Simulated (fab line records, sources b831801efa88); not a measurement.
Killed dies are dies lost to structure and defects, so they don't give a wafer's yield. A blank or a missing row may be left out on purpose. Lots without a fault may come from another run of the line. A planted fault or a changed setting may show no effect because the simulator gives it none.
fab line records | flow sky130
record lots=5 wafers=15 last_day=50
route steps=708 shown GATE_OXIDE@198 POLY_GATE@204 RES_PROTECT@206 PAD_OPEN@708
lots that met no fault: from a run of the same line without faults
start_h: hours from the record's first day to the start of the lot's first wafer shown | wait_h: hours since the lot's step before | " the same as in the row above | L1.1+2: a row that stands for several wafers | - no value, or no start given | * or withheld: withheld | < > ~ a bound
route shown NAME@n: a module of which the file shows steps, and the number in the route of the first | usual: mean/standard deviation of fault-free wafers | same: alike in all rows | chamber/n: place in a boat | sites: the reading at each site | _std_site: their standard deviation | _edge_site: outer sites' mean less inner sites' | radius_mm: how far each site lies from the wafer's centre | mask NAME#n: copy n | behind: the tool/chamber that last shaped the wafer | hold: why the lot was held/for how many hours/how that ended | device: the transistor (n, p or np) that didn't switch | end of line: the same wafers' tests at the end of the route | a step without rows: its recipe alone | killed: dies lost to structure and defects at the first sort, not the wafer's yield | map: a wafer's dies, x killed, . not, _ none there
set.NAME: the setting as run; set.NAME@STEP: as run at that earlier step | model.NAME: the simulator's own value behind a step, which no gauge read
lots at some steps of the route; a table a step, a row a wafer
services: from which hour (start_h, from the record's first day; less than 0 if before it) a tool's chamber was out of use, for how many hours, and why
## steps
# step SKY_GATE_OXIDE_IMPLANT_11
# recipe species=B energy_kev=10 dose_cm2=2.6e+12 tilt_deg=withheld
# step SKY_GATE_OXIDE_WET_ETCH_12
# recipe chemistry=dHF target_depth_nm=16.8 dry=n2_spin target=SiO2 dilution=100:1 temp_c=25 time_s=336
# step SKY_GATE_OXIDE_STRIP_13
# recipe chemistry=O2/N2 power_w=1400 pressure_mtorr=1500 platen_temp_c=withheld o2_flow_sccm=3000 n2_flow_sccm=300 overash_fraction=0.5
# usual drypump_motor_current_A=5.7/0.39 oes_product_au=0.715/0.0047 strip_time_to_endpoint_s=14.19/0.039
# columns lot.wafer tool chamber start_h wait_h drypump_motor_current_A oes_product_au rf_hours_counter_h strip_time_to_endpoint_s
L329.2 plasma_asher-01 1 389.66 0.0 6.0 0.715 70 14.17
L329.4 " 0 " " 5.3 0.713 - 14.16
L329.5 " 0 " " 5.3 0.719 - 14.16
L333.2 plasma_asher-01 0 418.67 0.0 5.3 0.722 73 14.23
L333.4 " 0 " " 5.3 0.717 - 14.21
L333.6 " 1 " " 6.0 0.718 - 14.20
L335.3 plasma_asher-01 1 430.10 0.0 5.9 0.720 - 14.16
L335.4 " 0 " " 5.3 0.709 - 14.15
L335.6 " 1 " " 5.9 0.712 - 14.14
L337.3 plasma_asher-01 0 452.86 0.0 5.3 0.716 - 14.21
L337.5 " 1 " " 5.9 0.719 - 14.21
L337.6 " 0 " " 5.3 0.719 - 14.23
L342.2 plasma_asher-01 0 489.26 0.0 5.3 0.715 80 14.20
L342.3 " 0 " " 5.3 0.719 - 14.13
L342.6 " 1 " " 5.9 0.711 - 14.15
# step SKY_GATE_OXIDE_TW_MEAS_14
# usual GATE_OXIDE_TW=222.6/1.4
# columns lot.wafer tool chamber start_h wait_h GATE_OXIDE_TW
L329.2 film_metro-03 - 389.77 0.1 224.4
L329.4 " - " " 223.6
L329.5 " - " " 223.1
L333.2 film_metro-03 - 418.78 0.1 220.7
L333.4 " - " " 221.4
L333.6 " - " " 221.0
L335.3 film_metro-02 - 430.18 0.1 223.0
L335.4 " - " " 222.2
L335.6 " - " " 222.0
L337.3 film_metro-04 - 452.95 0.1 223.6
L337.5 " - " " 224.1
L337.6 " - " " 222.6
L342.2 film_metro-03 - 489.37 0.1 221.6
L342.3 " - " " 218.8
L342.6 " - " " 220.2
# step SKY_GATE_OXIDE_CLEAN_15
# recipe chemistry=SC1/SC2 mix=1:4:20 temp_c=70 time_s=150 dry=n2_spin
# step SKY_GATE_OXIDE_OXIDATION_16
# recipe temp_c=800 ambient=O2 idle_temp_c=700 ramp_up_c_per_min=10 ramp_down_c_per_min=3 stabilise_s=600 purge_s=300 target_thk_a=35.7 ox_time_s=1915
# step SKY_POLY_GATE_CVD_00
# recipe material=poly-Si target_thk_nm=180 temp_c=620 time_s=720 pressure_mtorr=200
# step SKY_POLY_GATE_THK_MEAS_01
# recipe reads=poly-Si_of_POLY_GATE_CVD_00
# usual POLY_GATE_CVD_00_THK=180.0/1.3
# columns lot.wafer tool chamber start_h wait_h POLY_GATE_CVD_00_THK[nm]
L329.2 film_metro-02 - 394.04 0.0 180.9
L329.4 " - " " 181.3
L329.5 " - " " 181.6
L333.2 film_metro-02 - 424.92 0.0 179.6
L333.4 " - " " 179.0
L333.6 " - " " 180.3
L335.3 film_metro-02 - 435.09 0.0 179.7
L335.4 " - " " 178.1
L335.6 " - " " 178.2
L337.3 film_metro-04 - 457.63 0.0 180.5
L337.5 " - " " 179.5
L337.6 " - " " 180.6
L342.2 film_metro-01 - 492.21 0.0 179.0
L342.3 " - " " 177.7
L342.6 " - " " 177.9
# step SKY_RES_PROTECT_DEHYDRATE_00
# recipe temp_c=200 time_s=60
# step SKY_RES_PROTECT_HMDS_01
# recipe prime_time_s=60 prime_temp_c=120
# step SKY_RES_PROTECT_COAT_02
# recipe resist=NOVOLAK spin_rpm=3000 resist_thk_nm=1140
# step SKY_RES_PROTECT_SOFTBAKE_03
# recipe temp_c=90 time_s=60 resist=NOVOLAK
# step SKY_RES_PROTECT_EXPOSE_04
# recipe mask_id=RPM na=0.6 source_shape=conventional sigma_outer=0.6 polarization=unpolarized target_cd_nm=1270 dose_mj=131
# usual exposure_dose_mJ_cm2=131.03/0.13 focus_offset_nm=0.1/0.53 stage_vel_mm_s=500.05/0.23
# columns lot.wafer tool chamber start_h wait_h mask exposure_dose_mJ_cm2 focus_offset_nm stage_vel_mm_s
L329.2 iline_stepper-02 0 409.28 - RPM#0 130.89 0.3 500.07
L329.4 " 0 " " RPM#0 130.94 -0.5 500.03
L329.5 " 0 " " RPM#0 130.95 -0.7 500.33
L333.2 iline_stepper-01 0 440.67 - RPM#0 130.81 0.5 500.00
L333.4 " 0 " " RPM#0 130.98 0.4 500.25
L333.6 " 0 " " RPM#0 131.11 -0.4 500.13
L335.3 iline_stepper-02 0 450.44 - TUNM#0 130.90 -0.1 499.99
L335.4 " 0 " " TUNM#0 130.96 0.7 500.08
L335.6 " 0 " " TUNM#0 130.70 0.4 500.00
L337.3 iline_stepper-02 0 473.08 - RPM#0 130.86 -0.1 500.54
L337.5 " 0 " " RPM#0 130.92 1.2 500.45
L337.6 " 0 " " RPM#0 130.95 0.3 499.77
L342.2 iline_stepper-02 0 507.94 - RPM#0 131.10 0.3 500.26
L342.3 " 0 " " RPM#0 131.25 -0.3 499.88
L342.6 " 0 " " RPM#0 131.13 1.2 500.11
# step SKY_RES_PROTECT_PEB_05
# recipe temp_c=withheld time_s=* resist=NOVOLAK
# step SKY_RES_PROTECT_DEVELOP_06
# recipe resist=NOVOLAK developer=TMAH develop_time_s=60 dev_temp_c=23
# step SKY_POLY_GATE_IMPLANT_02
# recipe species=P energy_kev=30 dose_cm2=7.7e+15 tilt_deg=0
# step SKY_RES_PROTECT_STRIP_07
# recipe chemistry=O2/N2 power_w=1400 pressure_mtorr=1500 platen_temp_c=withheld o2_flow_sccm=3000 n2_flow_sccm=300 overash_fraction=0.5
# usual drypump_motor_current_A=5.6/0.56 oes_product_au=0.517/0.0041 strip_time_to_endpoint_s=23.30/0.043
# columns lot.wafer tool chamber start_h wait_h drypump_motor_current_A oes_product_au rf_hours_counter_h strip_time_to_endpoint_s
L329.2 plasma_asher-03 0 422.98 0.1 4.8 0.517 61 23.28
L329.4 " 1 " " 6.1 0.521 - 23.29
L329.5 " 1 " " 6.1 0.516 - 23.24
L333.2 plasma_asher-02 0 455.59 0.1 5.8 0.521 2 23.29
L333.4 " 0 " " 5.8 0.516 - 23.38
L333.6 " 1 " " 5.9 0.523 - 23.32
L335.3 plasma_asher-03 0 466.43 0.1 4.9 0.520 - 23.28
L335.4 " 1 " " 6.1 0.514 - 23.30
L335.6 " 1 " " 6.1 0.515 - 23.32
L337.3 plasma_asher-02 1 488.32 0.1 5.9 0.517 - 23.41
L337.5 " 0 " " 5.8 0.523 - 23.35
L337.6 " 1 " " 5.9 0.514 - 23.39
L342.2 plasma_asher-04 1 522.22 0.1 5.0 0.515 40 23.23
L342.3 " 1 " " 5.0 0.517 - 23.26
L342.6 " 1 " " 5.0 0.514 - 23.24
# step SKY_RES_PROTECT_TW_MEAS_08
# usual POLY_GATE_TW=4007/20
# columns lot.wafer tool chamber start_h wait_h POLY_GATE_TW
L329.2 film_metro-02 - 423.09 0.1 3978
L329.4 " - " " 4016
L329.5 " - " " 3992
L333.2 film_metro-03 - 455.70 0.1 4040
L333.4 " - " " 4034
L333.6 " - " " 4025
L335.3 film_metro-01 - 466.51 0.1 30
L335.4 " - " " 30
L335.6 " - " " 30
L337.3 film_metro-02 - 488.41 0.1 4029
L337.5 " - " " 4002
L337.6 " - " " 4017
L342.2 film_metro-02 - 522.33 0.1 3997
L342.3 " - " " 3993
L342.6 " - " " 4010
# step SKY_RES_PROTECT_CLEAN_09
# recipe chemistry=SC1/SC2 mix=1:4:20 temp_c=70 time_s=150 dry=n2_spin
# step SKY_PAD_OPEN_PROBE_99
# usual killed_at_M0_to_M3=44/6 killed_at_M4_up=3.3/2.1 killed_at_contacts=25/5.5 killed_at_front_end=15/4.3 killed_at_other=0.2/0.41 killed_dies=88/9.1 killed_open=48/6.6 killed_short=39/6.7
# same gross_dies=492 killed_at_back_side=0
# columns lot.wafer tool chamber start_h wait_h killed_at_M0_to_M3 killed_at_M4_up killed_at_contacts killed_at_front_end killed_at_other killed_dies killed_open killed_short
L329.2 prober-01 - 1134.09 0.1 48 6 21 14 2 91 48 42
L329.4 prober-01 - 1134.19 0.2 38 7 31 16 0 92 54 38
L329.5 prober-01 - 1134.24 0.2 43 5 30 19 0 97 52 44
L333.2 prober-02 - 1153.37 0.1 52 1 25 12 0 90 51 39
L333.4 prober-02 - 1153.47 0.2 43 4 17 17 0 81 47 34
L333.6 prober-02 - 1153.57 0.2 52 3 24 21 0 100 63 37
L335.3 prober-02 - 1157.17 0.2 38 6 22 16 0 82 42 39
L335.4 prober-02 - 1157.22 0.2 41 3 30 15 0 89 52 37
L335.6 prober-02 - 1157.32 0.2 41 8 23 17 0 89 39 49
L337.3 prober-02 - 1171.73 0.2 39 0 23 4 0 66 41 25
L337.5 prober-02 - 1171.83 0.2 45 3 26 18 0 92 44 48
L337.6 prober-02 - 1171.88 0.2 50 5 29 15 1 100 52 48
L342.2 prober-01 - 1191.38 0.1 49 1 37 17 0 104 60 44
L342.3 prober-01 - 1191.43 0.2 55 2 22 19 0 98 56 42
L342.6 prober-01 - 1191.58 0.2 44 3 26 12 0 85 52 33
# killed by level:class
L329.2 VIA1:geometric_particle:open=12 CONTACT:geometric_particle:open=10 VIA3:geometric_particle:open=8 VIA1:geometric_particle:short=6 METAL2:geometric_particle:short=5 METAL2:geometric_particle:open=4 METAL3:geometric_particle:short=4 FIELD_ISO:geometric_particle:open=3
L329.4 CONTACT:geometric_particle:open=14 VIA1:geometric_particle:open=8 VIA3:geometric_particle:open=8 LI_CONTACT:geometric_particle:open=7 METAL4:geometric_particle:short=6 POLY_GATE:geometric_particle:open=5 CONTACT:geometric_particle:short=5 METAL1:geometric_particle:short=5
L329.5 CONTACT:geometric_particle:open=16 VIA1:geometric_particle:open=10 VIA3:geometric_particle:open=9 FIELD_ISO:geometric_particle:short=7 METAL1:geometric_particle:short=7 VIA1:geometric_particle:short=6 METAL2:geometric_particle:short=6 FIELD_ISO:geometric_particle:open=5
L333.2 VIA1:geometric_particle:open=10 VIA3:geometric_particle:open=9 METAL1:geometric_particle:short=9 VIA1:geometric_particle:short=8 VIA2:geometric_particle:open=8 CONTACT:geometric_particle:open=7 LI_CONTACT:geometric_particle:open=6 CONTACT:geometric_particle:short=5
L333.4 VIA1:geometric_particle:open=12 VIA3:geometric_particle:open=8 METAL1:geometric_particle:short=7 FIELD_ISO:geometric_particle:open=5 METAL2:geometric_particle:short=5 POLY_GATE:geometric_particle:open=5 LI_CONTACT:geometric_particle:open=5 CONTACT:geometric_particle:short=5
L333.6 VIA1:geometric_particle:open=15 LI_CONTACT:geometric_particle:open=9 POLY_GATE:geometric_particle:open=8 VIA2:geometric_particle:open=8 VIA3:geometric_particle:open=8 CONTACT:geometric_particle:open=7 VIA1:geometric_particle:short=5 VIA3:geometric_particle:short=5
L335.3 CONTACT:geometric_particle:open=10 VIA1:geometric_particle:open=9 POLY_GATE:geometric_particle:short=6 VIA1:geometric_particle:short=6 CONTACT:geometric_particle:short=5 LI_CONTACT:geometric_particle:open=4 METAL1:geometric_particle:short=4 VIA3:geometric_particle:open=4
L335.4 VIA2:geometric_particle:open=9 CONTACT:geometric_particle:open=8 LI_CONTACT:geometric_particle:open=7 LOCAL_INTERCONNECT:geometric_particle:short=7 VIA1:geometric_particle:open=7 METAL2:geometric_particle:short=7 POLY_GATE:geometric_particle:open=5 METAL1:geometric_particle:short=5
L335.6 VIA1:geometric_particle:open=10 METAL1:geometric_particle:short=9 METAL4:geometric_particle:short=8 LI_CONTACT:geometric_particle:open=5 CONTACT:geometric_particle:open=5 VIA3:geometric_particle:open=5 FIELD_ISO:geometric_particle:short=4 LI_CONTACT:geometric_particle:short=4
L337.3 VIA2:geometric_particle:open=11 LI_CONTACT:geometric_particle:open=10 CONTACT:geometric_particle:open=7 VIA1:geometric_particle:open=7 VIA2:geometric_particle:short=6 METAL1:geometric_particle:short=4 LOCAL_INTERCONNECT:geometric_particle:short=3 VIA3:geometric_particle:short=3
L337.5 VIA1:geometric_particle:open=11 METAL1:geometric_particle:short=8 FIELD_ISO:geometric_particle:short=7 LOCAL_INTERCONNECT:geometric_particle:short=6 VIA2:geometric_particle:open=6 CONTACT:geometric_particle:open=6 VIA1:geometric_particle:short=6 LI_CONTACT:geometric_particle:open=5
L337.6 CONTACT:geometric_particle:open=10 LI_CONTACT:geometric_particle:open=9 VIA1:geometric_particle:short=8 VIA3:geometric_particle:open=7 VIA2:geometric_particle:open=7 METAL1:geometric_particle:short=6 FIELD_ISO:geometric_particle:short=5 FIELD_ISO:geometric_particle:open=5
L342.2 CONTACT:geometric_particle:open=15 VIA1:geometric_particle:open=14 VIA2:geometric_particle:open=10 CONTACT:geometric_particle:short=9 VIA1:geometric_particle:short=7 POLY_GATE:geometric_particle:open=7 LI_CONTACT:geometric_particle:open=5 LOCAL_INTERCONNECT:geometric_particle:short=5
L342.3 VIA1:geometric_particle:open=14 CONTACT:geometric_particle:open=11 METAL2:geometric_particle:short=8 VIA3:geometric_particle:open=8 POLY_GATE:geometric_particle:short=6 VIA1:geometric_particle:short=6 FIELD_ISO:geometric_particle:short=5 METAL1:geometric_particle:short=5
L342.6 CONTACT:geometric_particle:open=11 VIA3:geometric_particle:open=11 VIA2:geometric_particle:open=10 CONTACT:geometric_particle:short=6 VIA1:geometric_particle:short=5 VIA1:geometric_particle:open=5 LOCAL_INTERCONNECT:geometric_particle:short=4 VIA3:geometric_particle:short=4
## services
# columns tool chamber start_h hours kind
iline_stepper-02 - 374.92 1.1 repair
plasma_asher-02 - 421.25 9.0 pm
plasma_asher-02 0 421.25 9.0 vent_cycle
plasma_asher-02 1 421.25 9.0 vent_cycle
iline_stepper-02 - 421.82 1.7 pm
plasma_asher-02 0 430.25 - clean
plasma_asher-02 1 430.25 - clean
iline_stepper-01 - 458.37 2.1 pm
iline_stepper-01 - 460.46 - consumable_replace:lamp
plasma_asher-04 - 505.68 3.7 repair
iline_stepper-02 0 522.26 - calibration
## key
first_sign step=SKY_RES_PROTECT_EXPOSE_04 reading=mask direction=changed
effect step=SKY_RES_PROTECT_TW_MEAS_08 reading=POLY_GATE_TW direction=down sigmas=99+ usual=4007 struck=30
met_at SKY_RES_PROTECT_EXPOSE_04
struck_wafers L335.3,L335.4,L335.6
tester_left_out L335
onset_between 409.28 450.44
fault kind=wrong_mask tool=any chamber=- onset_h=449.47 steps=SKY_RES_PROTECT_EXPOSE_04 aux_copy=TUNM#0 scope=struck_lots_only
# tester_left_out: of these lots the tester's yield and bins aren't shown, on N5 and GAA mostly nor the transistor test; their killed dies are dies lost to structure and defects alone, not to doping, threshold or leakage, so they don't give the yield
